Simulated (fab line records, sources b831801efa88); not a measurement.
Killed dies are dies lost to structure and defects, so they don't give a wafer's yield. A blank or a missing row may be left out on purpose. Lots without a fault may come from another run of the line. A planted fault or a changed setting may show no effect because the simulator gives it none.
A struck lot beside a sound one | flow sky130 | 17 steps out of a route of 708
Sound: wafers L153.1, L153.2, L153.3. Struck: wafer L161.5. (L161.1 of the same lot was not struck and is left out.) The cause comes at the end.
At each step with rows: each side's tool, then ch and its chambers, then its first start. Under that, the readings that differ: sound wafers | struck wafers | difference of the means | sigmas: that difference in standard deviations of wafers without a fault.
alike: readings whose means differ by less than 2 such deviations, and words and numbers that are the same on both sides. not compared: withheld readings, readings that some wafer has no value for, bounds like >300 that may hide the same value, and numbers for which the record gives no deviation and whose values overlap.
The two part at a step that has a row with sigmas, a row that says differs or no value, or rows on one side only. Numbers that don't overlap but have no deviation are shown without sigmas and don't part them. A reading that every wafer of one side lacks parts them only if that side has two wafers or more.

SKY_LDD_HVN_OVL_MEAS_07:
  sound on overlay-01, day 20 13:17; struck on overlay-02, day 23 19:50
  reading          | sound       | struck | difference | sigmas
  LDD_HVN_OVL (nm) | 2.4 3.0 2.4 | -2.9   | -5.5       | -3
then, 1 step without rows for these wafers: SKY_LDD_HVN_IMPLANT_08.
SKY_LDD_HVN_STRIP_09: strips in O2/N2.
  sound on plasma_asher-04 ch 0,1, day 20 13:29; struck on plasma_asher-04 ch 1, day 23 20:02
  alike: drypump_motor_current_A, oes_product_au, strip_time_to_endpoint_s
  not compared: rf_hours_counter_h
SKY_LDD_HVN_TW_MEAS_10:
  sound on film_metro-03, day 20 13:35; struck on film_metro-04, day 23 20:08
  alike: LDD_HVN_TW
then, 7 steps without rows for these wafers: SKY_LDD_HVP_DEHYDRATE_00 (time 60 s); SKY_LDD_HVP_HMDS_01 (prime time 60 s); SKY_LDD_HVP_COAT_02 (resist thk 300 nm); SKY_LDD_HVP_SOFTBAKE_03 (time 60 s); SKY_LDD_HVP_EXPOSE_04 (exposes mask HVPTM, target cd 700 nm); SKY_LDD_HVP_PEB_05; SKY_LDD_HVP_DEVELOP_06 (develop time 60 s).
SKY_LDD_HVP_OVL_MEAS_07:
  sound on overlay-02, day 21 20:13; struck on overlay-01, day 25 01:19
  alike: LDD_HVP_OVL
SKY_LDD_HVP_IMPLANT_08:
  sound on implanter-01 ch 0, day 21 20:14; struck on implanter-03 ch 0, day 25 01:20
  reading            | sound           | struck | difference | sigmas
  beam_on_s (s)      | 9.50 9.88 10.12 | 11.23  | +1.40      | +7
  faraday_current_uA | 100.7 97.3 94.7 | 85.3   | -12.3      | -6
SKY_LDD_HVP_STRIP_09: strips in O2/N2.
  sound on plasma_asher-02 ch 0,1, day 21 20:23; struck on plasma_asher-02 ch 0, day 25 01:29
  alike: drypump_motor_current_A, oes_product_au, strip_time_to_endpoint_s
  not compared: rf_hours_counter_h
SKY_LDD_HVP_TW_MEAS_10:
  sound on film_metro-01, day 21 20:29; struck on film_metro-01, day 25 01:35
  reading    | sound       | struck | difference | sigmas
  LDD_HVP_TW | 460 457 460 | 483    | +24        | +7
then, 1 step without rows for these wafers: SKY_LDD_LDN_DEHYDRATE_00 (time 60 s).
-- the record jumps here: 23 days lie between the struck wafers' starts before and after (it left off in module LDD_LDN and takes up again in module PAD_OPEN, whose first step shown is number 708 of the route) --
SKY_PAD_OPEN_PROBE_99:
  sound on prober-01, day 45 20:16; struck on prober-01, day 48 03:44
  reading                        | sound          | struck | difference | sigmas
  model.etest.tip_p_5v.rs_ohm_sq | 2865 2875 2869 | 2544   | -326       |
  alike: killed_at_M0_to_M3, killed_at_M4_up, killed_at_contacts, killed_at_front_end, killed_at_other, killed_dies, killed_on_rim, killed_open, killed_short

WHERE THEY PART
First at SKY_LDD_HVN_OVL_MEAS_07; last, within this record, at SKY_LDD_HVP_TW_MEAS_10. Later steps at which nothing parts them and some readings are alike: SKY_PAD_OPEN_PROBE_99.

WHY: what the simulator had put in
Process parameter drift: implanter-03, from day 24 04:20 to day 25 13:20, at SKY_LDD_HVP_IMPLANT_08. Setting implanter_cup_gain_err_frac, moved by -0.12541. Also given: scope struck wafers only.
